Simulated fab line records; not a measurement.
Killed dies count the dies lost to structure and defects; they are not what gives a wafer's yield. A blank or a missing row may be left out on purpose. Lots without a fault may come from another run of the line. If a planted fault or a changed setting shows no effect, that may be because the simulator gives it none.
Matching of chambers | flow sky130 | rie diel-04 running SKY_VIA3_ETCH_14: 4 sister chambers
The step etches BARC in N2/H2, stops on SiO2, time 45.9 s, target depth 60 nm. 27 wafers are shown with their chamber, then 12 later ones without.

== WAFERS, EACH WITH ITS CHAMBER ==
wafer  | chamber | drypump motor current A (A) | throttle valve pct (%) | oes product au (a.u.)
L075.2 | 1       | 6.5                         | 13.223                 | 0.851
L075.3 | 0       | 5.9                         | 13.215                 | 0.852
L075.4 | 3       | 5.2                         | 13.222                 | 0.853
L076.2 | 2       | 6.3                         | 13.225                 | 0.858
L076.3 | 3       | 5.2                         | 13.212                 | 0.858
L076.6 | 3       | 5.2                         | 13.226                 | 0.849
L078.1 | 2       | 6.2                         | 13.227                 | 0.849
L078.2 | 0       | 5.9                         | 13.221                 | 0.857
L078.3 | 1       | 6.6                         | 13.205                 | 0.854
L078.4 | 3       | 5.2                         | 13.233                 | 0.853
L078.5 | 2       | 6.2                         | 13.228                 | 0.860
L078.6 | 3       | 5.2                         | 13.219                 | 0.852
L082.2 | 0       | 5.9                         | 13.228                 | 0.862
L082.3 | 2       | 6.3                         | 13.225                 | 0.840
L082.6 | 1       | 6.6                         | 13.214                 | 0.854
L085.1 | 3       | 5.2                         | 13.212                 | 0.850
L085.2 | 1       | 6.5                         | 13.216                 | 0.857
L085.3 | 2       | 6.3                         | 13.212                 | 0.863
L089.4 | 2       | 6.3                         | 13.232                 | 0.850
L089.5 | 1       | 6.6                         | 13.211                 | 0.859
L089.6 | 2       | 6.2                         | 13.227                 | 0.851
L092.3 | 1       | 6.6                         | 13.220                 | 0.857
L092.4 | 2       | 6.2                         | 13.231                 | 0.858
L092.5 | 3       | 5.2                         | 13.234                 | 0.865
L091.4 | 0       | 5.9                         | 13.214                 | 0.858
L091.5 | 2       | 6.3                         | 13.209                 | 0.867
L091.6 | 1       | 6.6                         | 13.231                 | 0.847

SIGNATURES (means of the wafers above)
reading                 | chamber 0 | chamber 1 | chamber 2 | chamber 3 | scatter within a chamber
drypump motor current A | 5.900     | 6.571     | 6.256     | 5.200     | 0.0398
throttle valve pct      | 13.21950  | 13.21714  | 13.22400  | 13.22257  | 0.00824
oes product au          | 0.85725   | 0.85414   | 0.85511   | 0.85429   | 0.00621
Rule: distance of a wafer from a chamber = root of the sum over the readings of ((wafer's reading minus chamber's mean) / reading's scatter) squared. If the next closest chamber is less than 2 further off than the closest, the wafer can't be placed; otherwise it belongs to the closest. The scatter: take each reading less its chamber's mean, square it, sum over the shown wafers, divide by the number of wafers less the number of chambers, and take the root.

== WAFERS WITH NO CHAMBER GIVEN ==
wafer  | drypump motor current A (A) | throttle valve pct (%) | oes product au (a.u.)
L093.2 | 6.5                         | 13.227                 | 0.858
L093.3 | 6.3                         | 13.215                 | 0.855
L093.4 | 5.9                         | 13.227                 | 0.852
L095.1 | 6.3                         | 13.207                 | 0.848
L095.4 | 5.9                         | 13.208                 | 0.851
L095.6 | 5.2                         | 13.235                 | 0.843
L096.3 | 5.2                         | 13.230                 | 0.848
L096.4 | 6.6                         | 13.226                 | 0.854
L096.5 | 5.2                         | 13.234                 | 0.862
L097.1 | 6.6                         | 13.221                 | 0.858
L097.3 | 6.3                         | 13.235                 | 0.853
L097.5 | 5.9                         | 13.232                 | 0.856

== WHICH CHAMBER EACH ONE RAN IN ==
wafer  | from the rows above | in truth
L093.2 | 1                   | 1
L093.3 | 2                   | 2
L093.4 | 0                   | 0
L095.1 | 2                   | 2
L095.4 | 0                   | 0
L095.6 | 3                   | 3
L096.3 | 3                   | 3
L096.4 | 1                   | 1
L096.5 | 3                   | 3
L097.1 | 1                   | 1
L097.3 | 2                   | 2
L097.5 | 0                   | 0
Correctly placed: 12 of 12. Number that these rows cannot place: 0. Placed wrongly: 0.
